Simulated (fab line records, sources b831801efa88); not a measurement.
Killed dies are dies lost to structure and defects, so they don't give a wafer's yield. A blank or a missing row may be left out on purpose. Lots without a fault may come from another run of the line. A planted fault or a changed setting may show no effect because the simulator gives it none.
A struck lot beside a sound one | flow gf180mcu | 15 steps out of a route of 602
Sound: wafers L281.1, L281.5, L281.6. Struck: wafers L274.2, L274.4, L274.6. The cause comes at the end.
At each step with rows: each side's tool, then ch and its chambers, then its first start. Under that, the readings that differ: sound wafers | struck wafers | difference of the means | sigmas: that difference in standard deviations of wafers without a fault.
alike: readings whose means differ by less than 2 such deviations, and words and numbers that are the same on both sides. not compared: withheld readings, readings that some wafer has no value for, bounds like >300 that may hide the same value, and numbers for which the record gives no deviation and whose values overlap.
The two part at a step that has a row with sigmas, a row that says differs or no value, or rows on one side only. Numbers that don't overlap but have no deviation are shown without sigmas and don't part them. A reading that every wafer of one side lacks parts them only if that side has two wafers or more.

GF_V5_THK_MEAS_01:
  sound on film_metro-03, day 32 04:10; struck on film_metro-03, day 30 05:39
  alike: V5_CVD_00_THK
GF_V5_CVD_02: deposits SiO2 from TEOS, target thk 1450 nm, time 163.28 s.
  sound on pecvd-02 ch 0,2, day 32 04:13; struck on pecvd-02 ch 1,2, day 30 05:42
  alike: heater_power_w, susceptor_temp_C
GF_V5_THK_MEAS_03:
  sound on film_metro-01, day 32 04:19; struck on film_metro-01, day 30 05:52
  alike: V5_CVD_02_THK
GF_V5_CMP_04: polishes SiO2.
  sound on cmp-02 ch 1,2,3, day 32 04:29; struck on cmp-01 ch 0,1,2, day 30 06:01
  alike: motor_current_A
GF_V5_BOW_MEAS_05:
  sound on film_metro-03, day 32 04:41; struck on film_metro-04, day 30 06:14
  reading     | sound       | struck      | difference | sigmas
  V5_BOW (um) | 128 134 143 | 159 160 158 | +24        | +2
then, 6 steps without rows for these wafers: GF_V5_DEHYDRATE_06 (time 60 s); GF_V5_HMDS_07 (prime time 60 s); GF_V5_COAT_08; GF_V5_COAT_09 (resist thk 1000 nm); GF_V5_SOFTBAKE_10 (time 60 s); GF_V5_EXPOSE_11 (exposes mask Via5, target cd 260 nm).
GF_V5_PEB_12: peb time 91.15 s.
  sound on litho_track-02 ch 0; struck on litho_track-03 ch 0
  reading                     | sound                | struck               | difference | sigmas
  plate_sensor_t_centre_C (C) | 136.13 136.11 136.12 | 136.14 136.14 136.14 | +0.02      | +2
  alike: plate_sensor_t_edge_C
GF_V5_DEVELOP_13: develop time 60 s.
  sound on litho_track-02 ch 0, day 32 21:13; struck on litho_track-03 ch 0, day 30 23:38
  reading              | sound             | struck            | difference | sigmas
  developer_temp_C (C) | 20.99 20.90 21.03 | 20.09 20.08 20.04 | -0.90      | -8
GF_V5_CD_MEAS_14: target cd 260 nm.
  sound on cd_sem-02, day 32 21:22; struck on cd_sem-02, day 30 23:46
  alike: cd_nm
GF_PASSIVATION_PROBE_99:
  the record has rows for the struck wafers here (prober-01, day 32 14:22) and none for the sound ones

WHERE THEY PART
First at GF_V5_BOW_MEAS_05; last, within this record, at GF_PASSIVATION_PROBE_99.

WHY: what the simulator had put in
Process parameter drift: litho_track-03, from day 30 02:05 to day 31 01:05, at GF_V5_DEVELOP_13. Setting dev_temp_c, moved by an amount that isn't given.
